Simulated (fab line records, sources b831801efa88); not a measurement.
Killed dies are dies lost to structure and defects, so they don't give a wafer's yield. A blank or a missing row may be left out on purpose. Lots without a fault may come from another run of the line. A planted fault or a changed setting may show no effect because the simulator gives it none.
One fault seen from 2 desks | flow gf180mcu | each desk has only its own numbers; what lay behind them comes last

THE METROLOGY DESK
What the gauges read, lot by lot, whatever tool the lot ran on: means of the sampled wafers that have a number. A lot is out of limits, marked OUT, if its mean lies more than 4 standard deviations from the usual mean; the brackets give that distance.
Columns: A = PASSIVATION_CVD_02_THK at GF_PASSIVATION_THK_MEAS_03, usual 699 nm
lot  | first seen here | A
L494 | day 28 20:59    | 695
L493 | day 29 00:53    | 692
L495 | day 29 03:21    | 704
L499 | day 30 14:27    | 697
L504 | day 31 21:51    | 696
L505 | day 32 03:28    | 700
L506 | day 32 08:33    | 704
L509 | day 33 04:38    | 702
L511 | day 33 17:03    | 696
L512 | day 34 00:29    | 700
L513 | day 34 06:03    | 701
L514 | day 34 09:34    | 709
This desk's finding: nothing out of limits on any of the 12 lots.

THE TOOL OWNER'S DESK: furnace-02
The tool's own readings at GF_STI_OXIDATION_29 (stabilise 600 s, purge 300 s, target thk 10 nm): means of the sampled wafers that have a number, for each lot that ran on this tool. A lot is out of limits, marked OUT, if its mean lies more than 4 standard deviations from the usual mean; the brackets give that distance.
Columns: A = ox_temp_c at GF_STI_OXIDATION_29, usual 899.9 C; B = ox_temp_c_max at GF_STI_OXIDATION_29, usual 904.7; C = spike_tc_upper_C at GF_STI_OXIDATION_29, usual 900.4 C; D = zone_power_lower_pct at GF_STI_OXIDATION_29, usual 15.9 %
lot  | first seen here | A     | B     | C     | D
L493 | day 2 20:43     | 900.2 | 906.0 | 899.4 | 15.2
L494 | day 2 20:43     | 900.1 | 904.3 | 899.4 | 15.2
L499 | day 4 01:09     | 899.8 | 904.2 | 899.8 | 15.1
L506 | day 5 09:05     | 900.2 | 904.2 | 898.6 | 15.4
L509 | day 6 01:03     | 899.9 | 904.4 | 899.7 | 15.3
L512 | day 6 17:02     | 898.9 | 903.1 | 899.9 | 15.2
L513 | day 6 22:13     | 900.2 | 905.4 | 900.6 | 15.2
This desk's finding: nothing out of limits on any of the 7 lots.

PUT TOGETHER
The metrology desk saw nothing out of limits.
The tool owner's desk saw nothing out of limits.

WHAT THE SIMULATOR HAD PUT IN
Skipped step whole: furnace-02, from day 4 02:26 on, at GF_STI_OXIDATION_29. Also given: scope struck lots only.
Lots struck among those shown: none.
